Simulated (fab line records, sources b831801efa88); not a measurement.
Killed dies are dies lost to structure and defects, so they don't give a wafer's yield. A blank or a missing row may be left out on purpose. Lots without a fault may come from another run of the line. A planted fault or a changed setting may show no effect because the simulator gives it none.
A struck lot beside a sound one | flow sky130 | 43 steps out of a route of 708
Sound: wafers L524.3, L524.4, L524.5. Struck: wafers L527.2, L527.3, L527.6. The cause comes at the end.
At each step with rows: each side's tool, then ch and its chambers, then its first start. Under that, the readings that differ: sound wafers | struck wafers | difference of the means | sigmas: that difference in standard deviations of wafers without a fault.
alike: readings whose means differ by less than 2 such deviations, and words and numbers that are the same on both sides. not compared: withheld readings, readings that some wafer has no value for, bounds like >300 that may hide the same value, and numbers for which the record gives no deviation and whose values overlap.
The two part at a step that has a row with sigmas, a row that says differs or no value, or rows on one side only. Numbers that don't overlap but have no deviation are shown without sigmas and don't part them. A reading that every wafer of one side lacks parts them only if that side has two wafers or more.

first, 5 steps without rows for these wafers: SKY_SONOS_ONO_COAT_08 (resist thk 1140 nm); SKY_SONOS_ONO_SOFTBAKE_09 (time 60 s); SKY_SONOS_ONO_EXPOSE_10 (exposes mask ONOM, target cd 410 nm); SKY_SONOS_ONO_PEB_11; SKY_SONOS_ONO_DEVELOP_12 (develop time 60 s).
SKY_SONOS_ONO_CD_MEAS_13: target cd 410 nm.
  sound on cd_sem-02, day 15 13:05; struck on cd_sem-01, day 15 21:28
  alike: cd_nm
SKY_SONOS_ONO_OVL_MEAS_14:
  sound on overlay-02, day 15 13:11; struck on overlay-02, day 15 21:34
  alike: SONOS_ONO_OVL
SKY_SONOS_ONO_ETCH_15: etches the open film in CHF3/O2, target depth 19.52 nm, time 7.8 s.
  sound on rie_diel-02 ch 0,1, day 15 13:13; struck on rie_diel-02 ch 0,1,2, day 15 21:36
  alike: drypump_motor_current_A, oes_product_au, rf_fwd_power_W, throttle_valve_pct
  not compared: rf_hours_counter_h
then, 1 step without rows for these wafers: SKY_SONOS_ONO_WET_ETCH_16 (etches SiO2 in dHF, target depth 14 nm, time 280 s).
SKY_SONOS_ONO_STRIP_17: strips in O2/N2.
  sound on plasma_asher-04 ch 0,1, day 15 13:21; struck on plasma_asher-04 ch 0,1, day 15 21:43
  alike: drypump_motor_current_A, n2_flow_sccm, oes_product_au, strip_time_to_endpoint_s
  not compared: rf_hours_counter_h
then, 2 steps without rows for these wafers: SKY_SONOS_ONO_WET_ETCH_18 (etches Si3N4 in H3PO4, target depth 15 nm, time 172 s); SKY_GATE_OXIDE_CLEAN_00 (cleans in SC1/SC2, time 150 s).
SKY_GATE_OXIDE_OXIDATION_01: stabilise 600 s, purge 300 s, target thk 10.268 nm.
  sound on furnace-01 ch 0, day 15 13:42; struck on furnace-01 ch 0, day 15 22:08
  alike: zone_power_top_pct
SKY_GATE_OXIDE_THK_MEAS_02:
  sound on film_metro-02, day 15 15:08; struck on film_metro-04, day 15 23:35
  alike: GATE_OXIDE_OXIDATION_00_THK
then, 7 steps without rows for these wafers: SKY_GATE_OXIDE_DEHYDRATE_03 (time 60 s); SKY_GATE_OXIDE_HMDS_04 (prime time 60 s); SKY_GATE_OXIDE_COAT_05 (resist thk 1140 nm); SKY_GATE_OXIDE_SOFTBAKE_06 (time 60 s); SKY_GATE_OXIDE_EXPOSE_07 (exposes mask LVOM, target cd 600 nm); SKY_GATE_OXIDE_PEB_08; SKY_GATE_OXIDE_DEVELOP_09 (develop time 60 s).
SKY_GATE_OXIDE_OVL_MEAS_10:
  sound on overlay-01, day 16 19:16; struck on overlay-02, day 17 05:09
  alike: GATE_OXIDE_OVL
then, 2 steps without rows for these wafers: SKY_GATE_OXIDE_IMPLANT_11; SKY_GATE_OXIDE_WET_ETCH_12 (etches SiO2 in dHF, target depth 16.8 nm, time 336 s).
SKY_GATE_OXIDE_STRIP_13: strips in O2/N2.
  sound on plasma_asher-01 ch 0,1, day 16 19:34; struck on plasma_asher-01 ch 0,1, day 17 05:26
  reading                      | sound             | struck            | difference | sigmas
  strip_time_to_endpoint_s (s) | 14.19 14.17 14.18 | 14.08 14.12 14.13 | -0.07      | -2
  alike: drypump_motor_current_A, n2_flow_sccm, oes_product_au
  not compared: rf_hours_counter_h
SKY_GATE_OXIDE_TW_MEAS_14:
  sound on film_metro-01, day 16 19:39; struck on film_metro-02, day 17 05:32
  alike: GATE_OXIDE_TW
then, 3 steps without rows for these wafers: SKY_GATE_OXIDE_CLEAN_15 (cleans in SC1/SC2, time 150 s); SKY_GATE_OXIDE_OXIDATION_16 (stabilise 600 s, purge 300 s, target thk 3.57 nm); SKY_POLY_GATE_CVD_00 (deposits poly-Si, target thk 180 nm, time 720 s).
SKY_POLY_GATE_THK_MEAS_01:
  sound on film_metro-01, day 16 22:46; struck on film_metro-03, day 17 08:40
  alike: POLY_GATE_CVD_00_THK
then, 8 steps without rows for these wafers: SKY_RES_PROTECT_DEHYDRATE_00 (time 60 s); SKY_RES_PROTECT_HMDS_01 (prime time 60 s); SKY_RES_PROTECT_COAT_02 (resist thk 1140 nm); SKY_RES_PROTECT_SOFTBAKE_03 (time 60 s); SKY_RES_PROTECT_EXPOSE_04 (exposes mask RPM, target cd 1270 nm); SKY_RES_PROTECT_PEB_05; SKY_RES_PROTECT_DEVELOP_06 (develop time 60 s); SKY_POLY_GATE_IMPLANT_02.
SKY_RES_PROTECT_STRIP_07: strips in O2/N2.
  sound on plasma_asher-01 ch 0,1, day 18 03:24; struck on plasma_asher-01 ch 0,1, day 18 14:42
  alike: drypump_motor_current_A, n2_flow_sccm, oes_product_au, strip_time_to_endpoint_s
  not compared: rf_hours_counter_h
SKY_RES_PROTECT_TW_MEAS_08:
  sound on film_metro-02, day 18 03:29; struck on film_metro-02, day 18 14:49
  alike: POLY_GATE_TW
then, 2 steps without rows for these wafers: SKY_RES_PROTECT_CLEAN_09 (cleans in SC1/SC2, time 150 s); SKY_POLY_GATE_CVD_03 (deposits Si3N4 from DCS/NH3, target thk 75 nm, time 1290 s).
-- the record jumps here: 30 days lie between the struck wafers' starts before and after (it left off in module POLY_GATE and takes up again in module PAD_OPEN, whose first step shown is number 708 of the route) --
SKY_PAD_OPEN_PROBE_99:
  sound on prober-02, day 47 18:55; struck on prober-02, day 48 05:24
  reading             | sound    | struck      | difference | sigmas
  killed_at_front_end | 16 16 12 | 121 124 128 | +110       | +23
  killed_dies         | 88 82 76 | 177 198 203 | +111       | +11
  killed_on_rim       | 21 15 10 | 32 39 36    | +20        | +6
  alike: killed_at_M0_to_M3, killed_at_M4_up, killed_at_contacts, killed_at_other, killed_open, killed_short

WHERE THEY PART
First at SKY_GATE_OXIDE_STRIP_13; last, within this record, at SKY_PAD_OPEN_PROBE_99.

WHY: what the simulator had put in
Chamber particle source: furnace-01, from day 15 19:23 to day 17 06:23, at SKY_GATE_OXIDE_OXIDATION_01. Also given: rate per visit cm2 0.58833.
